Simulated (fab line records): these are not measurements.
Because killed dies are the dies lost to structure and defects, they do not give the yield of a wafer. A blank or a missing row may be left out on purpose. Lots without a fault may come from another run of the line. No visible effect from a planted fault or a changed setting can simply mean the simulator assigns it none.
A struck lot beside a sound one :: flow sky130 :: 26 out of 708 route steps
Sound: these wafers, L270.1, L270.5, L270.6. Struck: wafers L286.1, L286.2, L286.4. The cause comes at the end.
Order at every step that has rows: each side's tool, ch and its chambers, its first start. Under that, the readings that differ: sound wafers :: struck wafers :: difference of the means :: sigmas: that difference in standard deviations of wafers without a fault.
alike: words and numbers the same on both sides, and readings whose means are apart by under 2 such deviations; not compared: readings that were withheld, readings missing a value for some wafer, numbers with overlapping values and no deviation given by the record, and bounds like >300 which may hide the same value.
Wherever a step has rows on one side only, a row that says differs or no value, or a row with sigmas, the two part there. Non-overlapping numbers with no deviation appear without sigmas and do not part them. A reading missing from all wafers of one side parts the sides only when that side holds two or more wafers.

first, 3 steps without rows for these wafers: SKY_FIELD_ISO_WET_ETCH_30 (etches SiO2 in dHF, target depth 25 nm, time 50 s); SKY_NWELL_CLEAN_00 (cleans in SC1/SC2, time 150 s); SKY_NWELL_OXIDATION_01 (stabilise 600 s, purge 300 s, target thk 10 nm).
SKY_NWELL_THK_MEAS_02:
  struck on film metro-03, day 6 15:57; sound on film metro-03, day 3 03:53
  alike: NWELL_OXIDATION_THK
then, 8 steps without rows for these wafers: SKY_DNWELL_DEHYDRATE_00 (time 60 s); SKY_DNWELL_HMDS_01 (prime time 60 s); SKY_DNWELL_COAT_02 (resist thk 3000 nm); SKY_DNWELL_SOFTBAKE_03; SKY_DNWELL_EXPOSE_04 (exposes mask DNM, target cd 3000 nm); SKY_DNWELL_PEB_05; SKY_DNWELL_DEVELOP_06 (develop time 60 s); SKY_DNWELL_IMPLANT_07.
SKY_DNWELL_STRIP_08: strips in O2/N2.
  sound on plasma asher-03 ch 0,1, day 3 19:49; struck on plasma asher-03 ch 0,1, day 7 11:16
  no value came back on the struck wafers for chamber pressure mTorr (mTorr), drypump motor current A (A), oes product au (a.u.), strip time to endpoint s (s); on the sound wafers chamber pressure mTorr (mTorr) reads 1500.0 1500.5 1501.5
reading: model.coat_of_DNWELL_COAT_02.thk nm (nm)
sound: 0 0 0
struck: 2980 2980 2980
difference: +2980
sigmas: 
  not compared: rf hours counter h
SKY_DNWELL_TW_MEAS_09:
  struck on film metro-02, day 7 11:22; sound on film metro-03, day 3 19:55
  alike: DNWELL_TW
then, 7 steps without rows for these wafers: SKY_PWDE_DEHYDRATE_00 (time 60 s); SKY_PWDE_HMDS_01 (prime time 60 s); SKY_PWDE_COAT_02 (resist thk 3000 nm); SKY_PWDE_SOFTBAKE_03; SKY_PWDE_EXPOSE_04 (exposes mask PWDEM, target cd 840 nm); SKY_PWDE_PEB_05; SKY_PWDE_DEVELOP_06 (develop time 60 s).
SKY_PWDE_OVL_MEAS_07:
  struck on overlay-01, day 8 06:59; sound on overlay-01, day 4 12:01
  alike: PWDE_OVL
next, for these wafers, 1 step has no rows: SKY_PWDE_IMPLANT_08.
SKY_PWDE_STRIP_09: strips in O2/N2.
  sound on plasma asher-01 ch 0,1, day 4 12:12; struck on plasma asher-04 ch 0,1, day 8 07:10
reading: oes product au (a.u.)
sound: 0.725 0.713 0.720
struck: 0.738 0.736 0.732
difference: +0.016
sigmas: +3

reading: strip time to endpoint s (s)
sound: 36.90 36.86 36.98
struck: 80.96 80.79 80.86
difference: +43.96
sigmas: +99 or more
  alike: chamber pressure mTorr, drypump motor current A
  not compared: rf hours counter h
SKY_PWDE_TW_MEAS_10:
  struck on film metro-04, day 8 07:16; sound on film metro-04, day 4 12:18
reading: PWDE_TW
sound: 375.1 374.7 376.4
struck: 30.1 30.1 30.0
difference: -345.3
sigmas: -99 or more
then, 1 step without rows for these wafers: SKY_NWELL_DEHYDRATE_03 (time 60 s).

== WHERE THEY PART ==
At SKY_DNWELL_STRIP_08 first; at SKY_PWDE_TW_MEAS_10 last (within this record only).

WHY: the cause the simulator had injected
Step skipped in full: plasma asher-03, at SKY_DNWELL_STRIP_08, from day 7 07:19 onward. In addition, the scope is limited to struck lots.
